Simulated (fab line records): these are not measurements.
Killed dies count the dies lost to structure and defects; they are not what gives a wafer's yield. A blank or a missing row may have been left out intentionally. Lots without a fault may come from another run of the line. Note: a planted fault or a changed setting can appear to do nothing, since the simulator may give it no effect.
Split-lot experiment || flow sfq-line || 27 wafers read across 5 lots, on a route 325 steps long

== THE SPLIT ITSELF ==
At SFQ_TRILAYER_R5_DEP_SPUTTER_133 (material MoNx, target thk 40 nm, time 66.7 s), the setting time-s was moved away from the recipe's 66.7 s on 12 of the 27 wafers read, by -37.5% to +26.8%. For the rest of the wafers, this setting stayed at what the recipe calls for.

== FROM THE SPLIT TO THE READING: what the file shows between them, 2 steps ==
- SFQ_TRILAYER_R5_DEP_SPUTTER_134: material Ti, target thk 5 nm, time 4.879 s
- SFQ_R5_RS_MEAS_933: measures by four-point-probe

== THE READING ==
R5_MONX_THK, in nm, at SFQ_R5_THK_MEAS_934 (measures by xrf). On this fab line, fault-free wafers typically give 39.8 nm with a standard deviation of 0.52 nm.

{"wafer": "L074.1", "tool, chamber at the split": "pvd-sputter-03, -", "time-s as run, s": 53.66, "against the recipe": "-19.6%", "R5_MONX_THK, nm": 31.5, "against lot-mates on the recipe": -8.2}
{"wafer": "L074.2", "tool, chamber at the split": "pvd-sputter-03, -", "time-s as run, s": 66.7, "against the recipe": "recipe", "R5_MONX_THK, nm": 39.8, "against lot-mates on the recipe": "-"}
{"wafer": "L074.3", "tool, chamber at the split": "pvd-sputter-03, -", "time-s as run, s": 66.7, "against the recipe": "recipe", "R5_MONX_THK, nm": 39.6, "against lot-mates on the recipe": "-"}
{"wafer": "L074.4", "tool, chamber at the split": "pvd-sputter-03, -", "time-s as run, s": 53.66, "against the recipe": "-19.6%", "R5_MONX_THK, nm": 32.4, "against lot-mates on the recipe": -7.3}
{"wafer": "L074.5", "tool, chamber at the split": "pvd-sputter-03, -", "time-s as run, s": 66.7, "against the recipe": "recipe", "R5_MONX_THK, nm": 39.8, "against lot-mates on the recipe": "-"}
{"wafer": "L074.6", "tool, chamber at the split": "pvd-sputter-03, -", "time-s as run, s": 53.66, "against the recipe": "-19.6%", "R5_MONX_THK, nm": 31.9, "against lot-mates on the recipe": -7.8}
{"wafer": "L076.1", "tool, chamber at the split": "pvd-sputter-04, -", "time-s as run, s": 54.56, "against the recipe": "-18.2%", "R5_MONX_THK, nm": 31.8, "against lot-mates on the recipe": -7.6}
{"wafer": "L076.2", "tool, chamber at the split": "pvd-sputter-04, -", "time-s as run, s": 66.7, "against the recipe": "recipe", "R5_MONX_THK, nm": 39.5, "against lot-mates on the recipe": "-"}
{"wafer": "L076.3", "tool, chamber at the split": "pvd-sputter-04, -", "time-s as run, s": 66.7, "against the recipe": "recipe", "R5_MONX_THK, nm": 39.3, "against lot-mates on the recipe": "-"}
{"wafer": "L076.4", "tool, chamber at the split": "pvd-sputter-04, -", "time-s as run, s": 54.56, "against the recipe": "-18.2%", "R5_MONX_THK, nm": 32.7, "against lot-mates on the recipe": -6.7}
{"wafer": "L076.5", "tool, chamber at the split": "pvd-sputter-04, -", "time-s as run, s": 54.56, "against the recipe": "-18.2%", "R5_MONX_THK, nm": 32.2, "against lot-mates on the recipe": -7.2}
{"wafer": "L076.6", "tool, chamber at the split": "pvd-sputter-04, -", "time-s as run, s": 66.7, "against the recipe": "recipe", "R5_MONX_THK, nm": 39.4, "against lot-mates on the recipe": "-"}
{"wafer": "L079.1", "tool, chamber at the split": "pvd-sputter-05, -", "time-s as run, s": 66.7, "against the recipe": "recipe", "R5_MONX_THK, nm": 40.0, "against lot-mates on the recipe": "-"}
{"wafer": "L079.2", "tool, chamber at the split": "pvd-sputter-05, -", "time-s as run, s": 66.7, "against the recipe": "recipe", "R5_MONX_THK, nm": 39.6, "against lot-mates on the recipe": "-"}
{"wafer": "L079.3", "tool, chamber at the split": "pvd-sputter-05, -", "time-s as run, s": 84.55, "against the recipe": "+26.8%", "R5_MONX_THK, nm": 50.8, "against lot-mates on the recipe": "+10.8"}
{"wafer": "L079.4", "tool, chamber at the split": "pvd-sputter-05, -", "time-s as run, s": 84.55, "against the recipe": "+26.8%", "R5_MONX_THK, nm": 50.8, "against lot-mates on the recipe": "+10.8"}
{"wafer": "L079.5", "tool, chamber at the split": "pvd-sputter-05, -", "time-s as run, s": 84.55, "against the recipe": "+26.8%", "R5_MONX_THK, nm": 50.7, "against lot-mates on the recipe": "+10.7"}
{"wafer": "L079.6", "tool, chamber at the split": "pvd-sputter-05, -", "time-s as run, s": 66.7, "against the recipe": "recipe", "R5_MONX_THK, nm": 40.4, "against lot-mates on the recipe": "-"}
{"wafer": "L080.1", "tool, chamber at the split": "pvd-sputter-05, -", "time-s as run, s": 66.7, "against the recipe": "recipe", "R5_MONX_THK, nm": 40.4, "against lot-mates on the recipe": "-"}
{"wafer": "L080.2", "tool, chamber at the split": "pvd-sputter-05, -", "time-s as run, s": 66.7, "against the recipe": "recipe", "R5_MONX_THK, nm": 40.9, "against lot-mates on the recipe": "-"}
{"wafer": "L080.3", "tool, chamber at the split": "pvd-sputter-05, -", "time-s as run, s": 41.72, "against the recipe": "-37.5%", "R5_MONX_THK, nm": 25.6, "against lot-mates on the recipe": -15.0}
{"wafer": "L080.4", "tool, chamber at the split": "pvd-sputter-05, -", "time-s as run, s": 41.72, "against the recipe": "-37.5%", "R5_MONX_THK, nm": 25.1, "against lot-mates on the recipe": -15.5}
{"wafer": "L080.5", "tool, chamber at the split": "pvd-sputter-05, -", "time-s as run, s": 41.72, "against the recipe": "-37.5%", "R5_MONX_THK, nm": 25.6, "against lot-mates on the recipe": -15.0}
{"wafer": "L080.6", "tool, chamber at the split": "pvd-sputter-05, -", "time-s as run, s": 66.7, "against the recipe": "recipe", "R5_MONX_THK, nm": 40.6, "against lot-mates on the recipe": "-"}
{"wafer": "L084.1", "tool, chamber at the split": "pvd-sputter-04, -", "time-s as run, s": 66.7, "against the recipe": "recipe", "R5_MONX_THK, nm": 39.5, "against lot-mates on the recipe": "-"}
{"wafer": "L084.4", "tool, chamber at the split": "pvd-sputter-04, -", "time-s as run, s": 66.7, "against the recipe": "recipe", "R5_MONX_THK, nm": 39.9, "against lot-mates on the recipe": "-"}
{"wafer": "L084.5", "tool, chamber at the split": "pvd-sputter-04, -", "time-s as run, s": 66.7, "against the recipe": "recipe", "R5_MONX_THK, nm": 39.2, "against lot-mates on the recipe": "-"}

FIT RESULTS
A straight line over all 27 wafers: R5_MONX_THK changes by +0.398 nm for each +1% of time-s; r = +1.00; the points scatter about the line by 0.49 nm.
The same after taking each lot's own level away (the mean of its wafers on the recipe; 27 wafers): +0.403 nm for each +1%; r = +1.00; scatter 0.27 nm.
The reading moves by 15 nm for the largest change in time-s, on that fit.
Across the lots, their own levels run from 39.40 to 40.63 nm, a range of 2.4 times the standard deviation given above.
Consequently the slope shifts little with the lot-to-lot level, the two slopes agreeing.
Check: -15.1 nm against its lot-mates is what the line predicts for one of the wafers moved furthest among these (-37.5%) when that wafer is left out of the fit. Against them it came out at -15 nm.

== THE OTHER SPLITS THESE WAFERS WENT THROUGH ==
Other splits were also applied to these wafers ahead of the reading. Each is held against what the fit with the lots' levels taken away leaves over:
{"other split on the same wafers": "SFQ_TRILAYER_I3_DEP_PECVD_081 time-s", "wafers away from the commonest value": 9, "r with R5_MONX_THK (lot level and that fit taken away)": "+0.05"}
{"other split on the same wafers": "SFQ_TRILAYER_JJ_TRILAYER_DEP_SPUTTER_110 time-s", "wafers away from the commonest value": 12, "r with R5_MONX_THK (lot level and that fit taken away)": "+0.10"}

== THE WHOLE CHAIN: every reading that the file lists as answering this split, in the file's order ==
{"step": "SFQ_TRILAYER_R5_DEP_SPUTTER_133", "what it does": "material MoNx, target thk 40 nm, time 66.7 s", "reading": "MoNx_of_TRILAYER_R5_DEP_SPUTTER_133.thk-nm (the simulator's own value, which no gauge read)", "change (the file's fit)": "+0.403 nm for each +1% of the setting", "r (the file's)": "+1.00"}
{"step": "SFQ_R5_RS_MEAS_933", "what it does": "measures by four-point-probe", "reading": "R5_MONX_RS", "change (the file's fit)": "-0.0847 for each +1% of the setting", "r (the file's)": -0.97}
{"step": "SFQ_R5_THK_MEAS_934", "what it does": "measures by xrf", "reading": "R5_MONX_THK", "change (the file's fit)": "+0.402 for each +1% of the setting", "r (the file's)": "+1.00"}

== THE FILE'S OWN FIT ==
R5_MONX_THK changes by +0.402 nm for each +1% of time-s, r = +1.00.
